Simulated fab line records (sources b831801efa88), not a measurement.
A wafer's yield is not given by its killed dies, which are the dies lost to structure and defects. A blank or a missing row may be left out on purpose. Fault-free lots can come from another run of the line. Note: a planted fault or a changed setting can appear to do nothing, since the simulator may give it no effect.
Struck lot and sound lot, side by side / flow sky130 / 16 steps out of a route of 708
Sound: wafers L832.1, L832.3, L832.4. Wafers struck: L822.1, L822.2, L822.4. Last of all comes the cause.
For every step that has rows: the tool of each side, followed by ch and its chambers, followed by its first start. Under that, the readings that differ: sound wafers / struck wafers / difference of the means / sigmas: that difference in standard deviations of wafers without a fault.
alike: readings whose means differ by less than 2 such deviations, and words and numbers that are the same on both sides. not compared: withheld readings, readings that some wafer has no value for, bounds like >300 that may hide the same value, and numbers for which the record gives no deviation and whose values overlap.
Wherever a step has rows on one side only, a row that says differs or no value, or a row with sigmas, the two part there. Non-overlapping numbers with no deviation appear without sigmas and do not part them. Lack of a reading on every wafer of one side parts them only where that side has two or more wafers.

first, 2 steps without rows for these wafers: SKY_METAL4_PEB_11; SKY_METAL4_DEVELOP_12 (develop time 60 s).
SKY_METAL4_CD_MEAS_13 targets a cd of 300 nm.
  sound on cd_sem-02 at day 46 12:14; struck on cd_sem-01 at day 43 13:41
  alike: cd_nm
SKY_METAL4_OVL_MEAS_14:
  sound on overlay-02 at day 46 12:22; struck on overlay-01 at day 43 13:49
  alike: METAL4_OVL
SKY_METAL4_DESCUM_15: chemistry O2, time 8 s.
  sound on rie_metal-02 ch 0,1, day 46 12:24; struck on rie_metal-03 ch 0,1, day 43 13:50
  alike: drypump_motor_current_A, oes_product_au
  not compared: rf_hours_counter_h
SKY_METAL4_ETCH_16: etches BARC in N2/H2, stops on SiO2, time 88.2 s, target depth 60 nm.
  sound on rie_metal-02 ch 0,1, day 46 12:26; struck on rie_metal-03 ch 0,1, day 43 13:53
  alike: drypump_motor_current_A, oes_product_au, throttle_valve_pct
  not compared: rf_hours_counter_h
SKY_METAL4_ETCH_17: etches SiO2 in C4F8/O2/Ar, stops on TiN, time 3.9 s, target depth 15 nm.
  sound on rie_diel-04 ch 1,2,3, day 46 12:32; struck on rie_diel-04 ch 1,2,3, day 43 13:58
  alike: oes_product_au
  not compared: rf_hours_counter_h
SKY_METAL4_METAL_ETCH_18: etches the open film in Cl2/BCl3, stops on SiO2, target depth 845 nm, time 183.1 s.
  sound on rie_metal-04 ch 0,1, day 46 12:33; struck on rie_metal-02 ch 0,1, day 43 13:59
  alike: bcl3_flow_sccm, drypump_motor_current_A, oes_product_au, throttle_valve_pct
  not compared: rf_hours_counter_h
SKY_METAL4_STRIP_19: strips in O2/N2.
  sound on plasma_asher-01 ch 0,1, day 46 12:43; struck on plasma_asher-02 ch 0,1, day 43 14:10
  alike: drypump_motor_current_A, oes_product_au, strip_time_to_endpoint_s
  not compared: rf_hours_counter_h
then, 3 steps without rows for these wafers: SKY_METAL4_STRIP_20 (strips in post etch residue remover, time 1200 s); SKY_METAL4_CLEAN_21 (cleans in IPA, time 180 s); SKY_METAL4_CLEAN_22 (cleans in O3/DIW).
SKY_VIA4_HDPCVD_00: deposits SiO2, target thk 1750 nm, time 291.7 s.
  sound on hdpcvd-02 ch 0,2, day 46 13:24; struck on hdpcvd-01 ch 0,1,2, day 43 15:07
reading=sih4_flow_sccm (sccm); sound=59.91 59.87 59.67; struck=47.89 47.61 48.07; difference=-11.96; sigmas=-70
reading=model.SiO2_of_VIA4_HDPCVD_00.thk_nm (nm); sound=1747 1730 1736; struck=1392 1419 1401; difference=-334; sigmas=
SKY_VIA4_THK_MEAS_01:
  sound on film_metro-03 at day 46 13:35; struck on film_metro-03 at day 43 15:18
reading=VIA4_HDPCVD_THK (nm); sound=1748 1730 1737; struck=1392 1419 1402; difference=-334; sigmas=-20
then, 1 step without rows for these wafers: SKY_VIA4_CMP_02 (polishes SiO2).
SKY_PAD_OPEN_PROBE_99:
  rows exist in the record for the sound wafers here (prober-02, day 50 02:32), none for the struck ones

== WHERE THEY PART ==
First at SKY_VIA4_HDPCVD_00; last, within this record, at SKY_PAD_OPEN_PROBE_99.

WHY: whatever the simulator had introduced
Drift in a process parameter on hdpcvd-01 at SKY_VIA4_HDPCVD_00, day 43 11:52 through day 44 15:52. Setting sih4_flow_sccm shifted by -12 from 60. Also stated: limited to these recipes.
